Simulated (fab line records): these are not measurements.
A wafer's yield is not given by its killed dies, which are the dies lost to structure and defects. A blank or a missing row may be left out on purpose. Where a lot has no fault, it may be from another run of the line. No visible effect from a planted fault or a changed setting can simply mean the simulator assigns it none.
Which tool was responsible?    flow gf180mcu    10 lots with 30 wafers sampled at 6 steps, on a route of 602 steps

WHAT THE GAUGES READ, wafer by wafer
GF_V4_THK_MEAS_03. Usual: for V4_CVD_02_THK the level is 848 nm and the standard deviation is 10.
lot   measured      on             V4_CVD_02_THK (nm)  flag
L635  day 24 01:13  film_metro-04  846 854 855         
L639  day 25 17:17  film_metro-03  836 826 830         
L640  day 26 01:16  film_metro-04  854 863 869         
L644  day 27 09:05  film_metro-04  854 849 851         
L645  day 27 12:34  film_metro-02  834 860 859         
L646  day 27 17:33  film_metro-04  843 861 860         
L649  day 28 13:13  film_metro-02  845 851 853         
L650  day 28 19:04  film_metro-04  832 854 838         
L654  day 30 04:22  film_metro-02  856 849 850         
L655  day 30 10:23  film_metro-02  828 830 834         

GF_MIM_RS_MEAS_10: uses a four-point probe to measure. Usual: for MIM_ALCU_RS the level is 0.1602 ohm/sq and the standard deviation is 0.0018.
lot   measured      on             MIM_ALCU_RS (ohm/sq)  flag
L635  day 25 01:37  film_metro-01  0.1601 0.1595 0.1593  
L639  day 26 17:00  film_metro-01  0.1580 0.1578 0.1591  
L640  day 26 23:44  film_metro-02  0.1609 0.1619 0.1617  
L644  day 28 07:11  film_metro-04  0.1622 0.1500 0.1637  
L645  day 28 11:00  film_metro-01  0.1621 0.1612 0.1616  
L646  day 28 15:59  film_metro-04  0.1610 0.1614 0.1488  
L649  day 29 10:45  film_metro-01  0.1578 0.1578 0.1579  
L650  day 29 15:51  film_metro-04  0.1629 0.1608 0.1606  
L654  day 31 01:16  film_metro-02  0.1580 0.1588 0.1575  
L655  day 31 07:01  film_metro-01  0.1600 0.1588 0.1593  

GF_MIM_THK_MEAS_11: measures by xrf. Usual: for MIM_ALCU_THK the level is 197.0 nm and the standard deviation is 2.4.
lot   measured      on             MIM_ALCU_THK (nm)  flag
L635  day 25 01:44  film_metro-01  199.2 197.7 200.5  
L639  day 26 17:07  film_metro-01  200.1 199.5 198.0  
L640  day 26 23:51  film_metro-02  195.4 193.5 194.5  
L644  day 28 07:17  film_metro-04  195.3 209.0 192.8  
L645  day 28 11:07  film_metro-01  196.1 196.2 195.5  
L646  day 28 16:06  film_metro-04  194.8 196.7 212.4  
L649  day 29 10:52  film_metro-01  201.3 200.8 201.7  
L650  day 29 15:58  film_metro-04  193.8 196.6 195.8  
L654  day 31 01:22  film_metro-02  199.6 198.1 199.6  
L655  day 31 07:08  film_metro-01  197.0 199.4 198.8  

EACH LOT AND THE TOOL THAT RAN IT (in order: tool; ch and the chambers of the sampled wafers; start)
lot   GF_V4_ETCH_16                       GF_V4_ETCH_17                                  GF_MIM_SPUTTER_08
L635  rie_diel-01 ch 0,2, day 24 23:50    rie_diel-01 ch 0,2, day 25 01:33 or earlier    pvd_sputter-01, day 25 01:33
L639  rie_diel-03 ch 0,1,3, day 26 15:08  rie_diel-03 ch 0,1,3, day 26 16:55 or earlier  pvd_sputter-03, day 26 16:55
L640  rie_diel-02 ch 1,2,3, day 26 21:57  rie_diel-02 ch 1,2,3, day 26 23:40 or earlier  pvd_sputter-01, day 26 23:40
L644  rie_diel-03 ch 1,2,3, day 28 05:23  rie_diel-03 ch 1,2,3, day 28 07:07 or earlier  pvd_sputter-01, day 28 07:07
L645  rie_diel-01 ch 0,2, day 28 09:11    rie_diel-01 ch 0,2, day 28 10:56 or earlier    pvd_sputter-02, day 28 10:56
L646  rie_diel-02 ch 1,2, day 28 14:09    rie_diel-02 ch 1,2, day 28 15:55 or earlier    pvd_sputter-01, day 28 15:55
L649  rie_diel-03 ch 2,3, day 29 08:57    rie_diel-03 ch 2,3, day 29 10:42 or earlier    pvd_sputter-03, day 29 10:42
L650  rie_diel-02 ch 0,2, day 29 14:02    rie_diel-02 ch 0,2, day 29 15:48 or earlier    pvd_sputter-02, day 29 15:48
L654  rie_diel-01 ch 0,2,3, day 30 23:17  rie_diel-01 ch 0,2,3, day 31 01:09 or earlier  pvd_sputter-02, day 31 01:09
L655  rie_diel-02 ch 1,2,3, day 31 05:14  rie_diel-02 ch 1,2,3, day 31 06:58 or earlier  pvd_sputter-02, day 31 06:58
- GF_V4_ETCH_16: etches BARC in N2/H2.
- GF_V4_ETCH_17: etches SiO2 in C4F8/O2/Ar, stops on TiN, target depth 630 nm.
- GF_MIM_SPUTTER_08: material AlCu, target thk 200 nm, time 10.6 s.

AS READ BY THE TOOLS THEMSELVES (means over the sampled wafers that have a number; for cases with no such wafer, the mark the record gives instead)
GF_V4_ETCH_16. Usual: drypump_motor_current_A 5.8 A, standard deviation 0.32; n2_flow_sccm 100.0 sccm, standard deviation 0.32; oes_product_au 0.854 a.u., standard deviation 0.0049; throttle_valve_pct 13.225 %, standard deviation 0.0095.
lot   tool         drypump_motor_current_A (A)  n2_flow_sccm (sccm)  oes_product_au (a.u.)  throttle_valve_pct (%)  flag
L635  rie_diel-01  5.6                          99.9                 0.855                  13.228                  
L639  rie_diel-03  5.8                          100.0                0.855                  13.225                  
L640  rie_diel-02  6.1                          100.1                0.850                  13.232                  
L644  rie_diel-03  5.7                          99.7                 0.856                  13.232                  
L645  rie_diel-01  5.6                          99.7                 0.857                  13.227                  
L646  rie_diel-02  6.1                          100.0                0.856                  13.227                  
L649  rie_diel-03  5.7                          100.0                0.851                  13.214                  
L650  rie_diel-02  5.9                          99.7                 0.861                  13.223                  
L654  rie_diel-01  5.8                          100.1                0.847                  13.225                  
L655  rie_diel-02  6.1                          100.2                0.855                  13.231                  

GF_V4_ETCH_17. Usual: oes_product_au reads 0.855 a.u. (standard deviation 0.0045).
lot   tool         oes_product_au (a.u.)  flag
L635  rie_diel-01  0.853                  
L639  rie_diel-03  0.859                  
L640  rie_diel-02  0.851                  
L644  rie_diel-03  0.850                  
L645  rie_diel-01  0.857                  
L646  rie_diel-02  0.856                  
L649  rie_diel-03  0.856                  
L650  rie_diel-02  0.853                  
L654  rie_diel-01  0.856                  
L655  rie_diel-02  0.854                  

GF_MIM_SPUTTER_08. Usual: throttle_valve_pct reads 29.8 % (standard deviation 0.84).
lot   tool            throttle_valve_pct (%)  flag
L635  pvd_sputter-01  29.5                    
L639  pvd_sputter-03  29.4                    
L640  pvd_sputter-01  30.1                    
L644  pvd_sputter-01  29.5                    
L645  pvd_sputter-02  30.2                    
L646  pvd_sputter-01  31.2                    
L649  pvd_sputter-03  29.2                    
L650  pvd_sputter-02  29.5                    
L654  pvd_sputter-02  29.8                    
L655  pvd_sputter-02  29.5                    

THE ANSWER, worked out from the rows above alone
Rule: a lot is off if the mean of its wafers that have a number lies more than 3 standard deviations from the usual mean. A lot without any number at a reading at which 4 lots or more have one is off too. The other lots that the step has rows for count as sound. Order of review: gauges by route order, followed by the tools' own readings, for which a lot's mean as printed above is used. The first step at which some lot is off is used, and at that step the reading that is off furthest; a lot without a number counts as furthest.
None of the lots is off at any reading shown; this tells nothing.

WHAT WAS PUT IN BY THE SIMULATOR
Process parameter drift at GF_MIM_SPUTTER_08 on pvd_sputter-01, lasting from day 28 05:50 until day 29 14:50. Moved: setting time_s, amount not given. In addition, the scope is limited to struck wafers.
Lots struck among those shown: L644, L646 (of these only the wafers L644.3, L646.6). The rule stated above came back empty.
